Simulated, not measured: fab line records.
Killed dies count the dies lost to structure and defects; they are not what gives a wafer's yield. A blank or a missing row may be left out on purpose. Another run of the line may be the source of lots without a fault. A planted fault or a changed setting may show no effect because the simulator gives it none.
Struck lot and sound lot, side by side + flow sky130 + 15 steps out of a route of 708
Sound: these wafers, L857.1, L857.2, L857.6. The struck wafers were L867.2, L867.4, L867.5. At the end, the cause is stated.
At each step with rows: each side's tool, then ch and its chambers, then its first start. Under that, the readings that differ: sound wafers + struck wafers + difference of the means + sigmas: that difference in standard deviations of wafers without a fault.
alike: readings with means less than 2 such deviations apart, plus words and numbers identical on both sides. not compared: withheld readings, readings lacking a value on some wafer, bounds such as >300 that could conceal the same value, and numbers that have no deviation in the record and whose values overlap.
A row with sigmas, a row that says differs or no value, or rows on one side alone: a step with any of these is where the two part. Numbers that have no deviation but don't overlap get no sigmas and don't part them. A reading that every wafer of one side lacks parts them only if that side has two wafers or more.

first, 2 steps without rows for these wafers: SKY_METAL2_CLEAN_23 (cleans in O3/DIW); SKY_VIA2_HDPCVD_00 (deposits SiO2, target thk 1180 nm, time 196.7 s).
SKY_VIA2_THK_MEAS_01:
  struck on filmMetro-04, day 42 00:11; sound on filmMetro-01, day 38 20:37
  alike: VIA2_HDPCVD_THK
SKY_VIA2_CMP_02: polishes SiO2.
  sound on cmp-02 ch 0,1, day 38 20:41; struck on cmp-02 ch 0,3, day 42 00:14
  alike: motorCurrentA, slurryFilterDpKPa
SKY_VIA2_BOW_MEAS_03:
  struck on filmMetro-03, day 42 00:33; sound on filmMetro-03, day 38 20:59
| reading       | sound    | struck   | difference | sigmas |
|---------------|----------|----------|------------|--------|
| VIA2_BOW (um) | 85 73 65 | 88 88 95 | +16        | +2     |
then, 7 steps without rows for these wafers: SKY_VIA2_DEHYDRATE_04 (time 60 s); SKY_VIA2_HMDS_05 (prime time 60 s); SKY_VIA2_COAT_06 (resist thk 60 nm); SKY_VIA2_COAT_07 (resist thk 450 nm); SKY_VIA2_SOFTBAKE_08 (time 90 s); SKY_VIA2_EXPOSE_09 (exposes mask VIM2, target cd 200 nm); SKY_VIA2_PEB_10.
SKY_VIA2_DEVELOP_11: develop time 60 s.
  sound on lithoTrack-02 ch 0, day 39 21:00; struck on lithoTrack-04 ch 0, day 42 23:00
| reading            | sound             | struck            | difference | sigmas |
|--------------------|-------------------|-------------------|------------|--------|
| developerTempC (C) | 21.01 21.00 21.05 | 22.87 22.94 23.04 | +1.93      | +18    |
  alike: chillPlateTempC
SKY_VIA2_CD_MEAS_12 targets a cd of 200 nm.
  struck on cdSem-02, day 42 23:31; sound on cdSem-02, day 39 21:53
  alike: cdNm
-- the record jumps here: 8 days lie between the struck wafers' starts before and after (it left off in module VIA2 and takes up again in module PAD_OPEN, whose first step shown is number 708 of the route) --
SKY_PAD_OPEN_PROBE_99:
  struck on prober-01, day 50 17:23; sound on prober-02, day 48 14:18
  alike: defectLimitedYield, killed_at_M0_to_M3, killed_at_M4_up, killedAtContacts, killedAtFrontEnd, killedAtOther, killedDies, killedOpen, killedShort, sort_bin_3_pad_short, sort_bin_5_function, sort_bin_6_memory, sortNPass, sortYieldPct

== WHERE THEY PART ==
At SKY_VIA2_BOW_MEAS_03 first; at SKY_VIA2_DEVELOP_11 last (within this record only). Later steps at which nothing parts them and some readings are alike: SKY_VIA2_CD_MEAS_12, SKY_PAD_OPEN_PROBE_99.

WHY: whatever the simulator had introduced
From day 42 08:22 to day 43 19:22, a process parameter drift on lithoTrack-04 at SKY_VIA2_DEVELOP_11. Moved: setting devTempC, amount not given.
